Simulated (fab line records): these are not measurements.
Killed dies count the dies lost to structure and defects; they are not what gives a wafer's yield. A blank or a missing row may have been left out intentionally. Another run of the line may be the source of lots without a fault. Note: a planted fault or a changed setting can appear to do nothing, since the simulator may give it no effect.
What tool caused it? || flow sky130 || 9 lots, 27 wafers sampled, at 6 steps of a route of 708

== WHAT THE GAUGES SHOWED, per wafer ==
SKY_CAPM_RS_MEAS_03: the measuring method here is four-point-probe.
{"lot": "L780", "measured": "day 36 08:14", "on": "filmMetro-03", "CAPM_TIN_RS (ohm/sq)": "7.12 7.12 7.18"}
{"lot": "L790", "measured": "day 39 13:25", "on": "filmMetro-02", "CAPM_TIN_RS (ohm/sq)": "6.90 6.90 6.19"}
{"lot": "L793", "measured": "day 40 07:59", "on": "filmMetro-01", "CAPM_TIN_RS (ohm/sq)": "6.89 6.85 6.90"}
{"lot": "L794", "measured": "day 40 20:46", "on": "filmMetro-03", "CAPM_TIN_RS (ohm/sq)": "7.00 7.04 7.03"}
{"lot": "L795", "measured": "day 41 02:03", "on": "filmMetro-03", "CAPM_TIN_RS (ohm/sq)": "6.98 6.95 6.97"}
{"lot": "L800", "measured": "day 42 09:01", "on": "filmMetro-01", "CAPM_TIN_RS (ohm/sq)": "6.88 6.83 6.86"}
{"lot": "L801", "measured": "day 42 19:58", "on": "filmMetro-03", "CAPM_TIN_RS (ohm/sq)": "6.94 6.88 6.98"}
{"lot": "L802", "measured": "day 42 22:26", "on": "filmMetro-02", "CAPM_TIN_RS (ohm/sq)": "7.00 6.96 6.98"}
{"lot": "L803", "measured": "day 43 13:15", "on": "filmMetro-01", "CAPM_TIN_RS (ohm/sq)": "6.88 6.87 6.87"}

SKY_CAPM_THK_MEAS_04: measures by xrf.
{"lot": "L780", "measured": "day 36 08:22", "on": "filmMetro-03", "CAPM_TIN_THK (nm)": "191.5 191.1 189.1"}
{"lot": "L790", "measured": "day 39 13:32", "on": "filmMetro-02", "CAPM_TIN_THK (nm)": "197.2 198.8 219.8"}
{"lot": "L793", "measured": "day 40 08:05", "on": "filmMetro-01", "CAPM_TIN_THK (nm)": "198.0 199.1 197.6"}
{"lot": "L794", "measured": "day 40 20:53", "on": "filmMetro-03", "CAPM_TIN_THK (nm)": "194.9 193.9 194.9"}
{"lot": "L795", "measured": "day 41 02:10", "on": "filmMetro-03", "CAPM_TIN_THK (nm)": "195.2 196.9 196.0"}
{"lot": "L800", "measured": "day 42 09:08", "on": "filmMetro-01", "CAPM_TIN_THK (nm)": "199.9 201.0 200.9"}
{"lot": "L801", "measured": "day 42 20:05", "on": "filmMetro-03", "CAPM_TIN_THK (nm)": "196.3 196.8 195.3"}
{"lot": "L802", "measured": "day 42 22:33", "on": "filmMetro-02", "CAPM_TIN_THK (nm)": "194.2 195.4 194.6"}
{"lot": "L803", "measured": "day 43 13:22", "on": "filmMetro-01", "CAPM_TIN_THK (nm)": "198.9 200.2 199.2"}

SKY_CAPM_OVL_MEAS_12.
{"lot": "L780", "measured": "day 37 10:13", "on": "overlay-01", "CAPM_OVL (nm)": "-0.3 0.1 0.9"}
{"lot": "L790", "measured": "day 40 13:51", "on": "overlay-02", "CAPM_OVL (nm)": "1.1 -1.1 0.0"}
{"lot": "L793", "measured": "day 41 08:15", "on": "overlay-01", "CAPM_OVL (nm)": "0.6 -0.2 1.4"}
{"lot": "L794", "measured": "day 41 20:50", "on": "overlay-01", "CAPM_OVL (nm)": "0.7 2.6 1.3"}
{"lot": "L795", "measured": "day 42 01:18", "on": "overlay-02", "CAPM_OVL (nm)": "3.0 1.4 0.3"}
{"lot": "L800", "measured": "day 43 07:40", "on": "overlay-02", "CAPM_OVL (nm)": "0.2 -2.8 -1.9"}
{"lot": "L801", "measured": "day 43 19:11", "on": "overlay-01", "CAPM_OVL (nm)": "0.2 3.6 -2.0"}
{"lot": "L802", "measured": "day 43 21:41", "on": "overlay-01", "CAPM_OVL (nm)": "1.0 0.6 1.0"}
{"lot": "L803", "measured": "day 44 11:50", "on": "overlay-01", "CAPM_OVL (nm)": "1.2 1.0 0.3"}

== EACH LOT AND THE TOOL THAT RAN IT (in order: tool; ch and the chambers of the sampled wafers; start) ==
{"lot": "L780", "SKY_METAL1_METAL_ETCH_19": "rieMetal-04 ch 0,1, day 32 19:35", "SKY_METAL3_SPUTTER_01": "pvdSputter-01, day 36 07:55", "SKY_CAPM_SPUTTER_02": "pvdSputter-04, day 36 08:08"}
{"lot": "L790", "SKY_METAL1_METAL_ETCH_19": "rieMetal-04 ch 0, day 36 02:21", "SKY_METAL3_SPUTTER_01": "pvdSputter-01, day 39 13:05", "SKY_CAPM_SPUTTER_02": "pvdSputter-02, day 39 13:17"}
{"lot": "L793", "SKY_METAL1_METAL_ETCH_19": "rieMetal-02 ch 0,1, day 36 22:20", "SKY_METAL3_SPUTTER_01": "pvdSputter-04, day 40 07:38", "SKY_CAPM_SPUTTER_02": "pvdSputter-01, day 40 07:51"}
{"lot": "L794", "SKY_METAL1_METAL_ETCH_19": "rieMetal-04 ch 1, day 37 10:55", "SKY_METAL3_SPUTTER_01": "pvdSputter-01, day 40 20:27", "SKY_CAPM_SPUTTER_02": "pvdSputter-04, day 40 20:40"}
{"lot": "L795", "SKY_METAL1_METAL_ETCH_19": "rieMetal-01 ch 0,1, day 37 17:17", "SKY_METAL3_SPUTTER_01": "pvdSputter-03, day 41 01:41", "SKY_CAPM_SPUTTER_02": "pvdSputter-04, day 41 01:55"}
{"lot": "L800", "SKY_METAL1_METAL_ETCH_19": "rieMetal-02 ch 0,1, day 39 01:56", "SKY_METAL3_SPUTTER_01": "pvdSputter-04, day 42 08:41", "SKY_CAPM_SPUTTER_02": "pvdSputter-02, day 42 08:55"}
{"lot": "L801", "SKY_METAL1_METAL_ETCH_19": "rieMetal-02 ch 0,1, day 39 13:58", "SKY_METAL3_SPUTTER_01": "pvdSputter-01, day 42 19:38", "SKY_CAPM_SPUTTER_02": "pvdSputter-04, day 42 19:50"}
{"lot": "L802", "SKY_METAL1_METAL_ETCH_19": "rieMetal-02 ch 0, day 39 17:07", "SKY_METAL3_SPUTTER_01": "pvdSputter-04, day 42 22:07", "SKY_CAPM_SPUTTER_02": "pvdSputter-02, day 42 22:19"}
{"lot": "L803", "SKY_METAL1_METAL_ETCH_19": "rieMetal-02 ch 0, day 40 08:22", "SKY_METAL3_SPUTTER_01": "pvdSputter-04, day 43 12:56", "SKY_CAPM_SPUTTER_02": "pvdSputter-02, day 43 13:08"}
- SKY_METAL1_METAL_ETCH_19: etches the open film in Cl2/BCl3, stops on SiO2, target depth 360 nm, time 78 s.
- SKY_METAL3_SPUTTER_01: material TiN, target thk 20 nm, time 16.7 s.
- SKY_CAPM_SPUTTER_02: material TiN, target thk 200 nm, time 166.7 s.

== WHAT THE TOOLS THEMSELVES READ (means of the sampled wafers that have a number; where no wafer has one, the mark that the record gives instead) ==
SKY_METAL1_METAL_ETCH_19.
{"lot": "L780", "tool": "rieMetal-04", "drypumpMotorCurrentA (A)": 5.7, "oesProductAu (a.u.)": 0.849, "throttleValvePct (%)": 22.271}
{"lot": "L790", "tool": "rieMetal-04", "drypumpMotorCurrentA (A)": 5.8, "oesProductAu (a.u.)": 0.851, "throttleValvePct (%)": 22.265}
{"lot": "L793", "tool": "rieMetal-02", "drypumpMotorCurrentA (A)": 6.0, "oesProductAu (a.u.)": 0.849, "throttleValvePct (%)": 22.263}
{"lot": "L794", "tool": "rieMetal-04", "drypumpMotorCurrentA (A)": 5.4, "oesProductAu (a.u.)": 0.844, "throttleValvePct (%)": 22.258}
{"lot": "L795", "tool": "rieMetal-01", "drypumpMotorCurrentA (A)": 6.2, "oesProductAu (a.u.)": 0.854, "throttleValvePct (%)": 22.263}
{"lot": "L800", "tool": "rieMetal-02", "drypumpMotorCurrentA (A)": 6.1, "oesProductAu (a.u.)": 0.856, "throttleValvePct (%)": 22.258}
{"lot": "L801", "tool": "rieMetal-02", "drypumpMotorCurrentA (A)": 6.0, "oesProductAu (a.u.)": 0.854, "throttleValvePct (%)": 22.269}
{"lot": "L802", "tool": "rieMetal-02", "drypumpMotorCurrentA (A)": 5.8, "oesProductAu (a.u.)": 0.852, "throttleValvePct (%)": 22.254}
{"lot": "L803", "tool": "rieMetal-02", "drypumpMotorCurrentA (A)": 5.8, "oesProductAu (a.u.)": 0.856, "throttleValvePct (%)": 22.266}

SKY_METAL3_SPUTTER_01.
{"lot": "L780", "tool": "pvdSputter-01", "chamberPressurePa (Pa)": 0.4000, "throttleValvePct (%)": 28.6}
{"lot": "L790", "tool": "pvdSputter-01", "chamberPressurePa (Pa)": 0.4002, "throttleValvePct (%)": 28.0}
{"lot": "L793", "tool": "pvdSputter-04", "chamberPressurePa (Pa)": 0.4004, "throttleValvePct (%)": 30.6}
{"lot": "L794", "tool": "pvdSputter-01", "chamberPressurePa (Pa)": 0.4003, "throttleValvePct (%)": 28.5}
{"lot": "L795", "tool": "pvdSputter-03", "chamberPressurePa (Pa)": 0.4005, "throttleValvePct (%)": 30.4}
{"lot": "L800", "tool": "pvdSputter-04", "chamberPressurePa (Pa)": 0.4000, "throttleValvePct (%)": 30.5}
{"lot": "L801", "tool": "pvdSputter-01", "chamberPressurePa (Pa)": 0.4005, "throttleValvePct (%)": 29.0}
{"lot": "L802", "tool": "pvdSputter-04", "chamberPressurePa (Pa)": 0.4000, "throttleValvePct (%)": 30.6}
{"lot": "L803", "tool": "pvdSputter-04", "chamberPressurePa (Pa)": 0.4006, "throttleValvePct (%)": 29.6}

SKY_CAPM_SPUTTER_02.
{"lot": "L780", "tool": "pvdSputter-04", "chamberPressurePa (Pa)": 0.3994, "throttleValvePct (%)": 30.5}
{"lot": "L790", "tool": "pvdSputter-02", "chamberPressurePa (Pa)": 0.4003, "throttleValvePct (%)": 29.0}
{"lot": "L793", "tool": "pvdSputter-01", "chamberPressurePa (Pa)": 0.3991, "throttleValvePct (%)": 29.0}
{"lot": "L794", "tool": "pvdSputter-04", "chamberPressurePa (Pa)": 0.3995, "throttleValvePct (%)": 30.5}
{"lot": "L795", "tool": "pvdSputter-04", "chamberPressurePa (Pa)": 0.4001, "throttleValvePct (%)": 30.7}
{"lot": "L800", "tool": "pvdSputter-02", "chamberPressurePa (Pa)": 0.3999, "throttleValvePct (%)": 28.4}
{"lot": "L801", "tool": "pvdSputter-04", "chamberPressurePa (Pa)": 0.4000, "throttleValvePct (%)": 29.7}
{"lot": "L802", "tool": "pvdSputter-02", "chamberPressurePa (Pa)": 0.3997, "throttleValvePct (%)": 29.0}
{"lot": "L803", "tool": "pvdSputter-02", "chamberPressurePa (Pa)": 0.3998, "throttleValvePct (%)": 28.4}

== THE ANSWER, worked out from the rows above alone ==
Rule: usual is defined by the lots themselves. The widest of any qualifying gaps counts: lots, ordered by their means at a reading, are off when they make up no more than a third of the lots, leave a main group of 4 or more, and stand apart from it by 3 or more times the standard deviation of that group's means. A main group whose means are all the same, to the digits that the tables above print for the reading, isn't used. Also off: a lot with no number at a reading for which 4 or more lots have one. Where the step has rows for the other lots, those lots are counted as sound. Order of review: gauges by route order, followed by the tools' own readings, for which a lot's mean as printed above is used. At the first step where some lot is off, the reading lying furthest off is the one used; lots without a number count as furthest.
No lot is off at any reading shown: from this, nothing can be told.

== WHAT THE SIMULATOR HAD PUT IN ==
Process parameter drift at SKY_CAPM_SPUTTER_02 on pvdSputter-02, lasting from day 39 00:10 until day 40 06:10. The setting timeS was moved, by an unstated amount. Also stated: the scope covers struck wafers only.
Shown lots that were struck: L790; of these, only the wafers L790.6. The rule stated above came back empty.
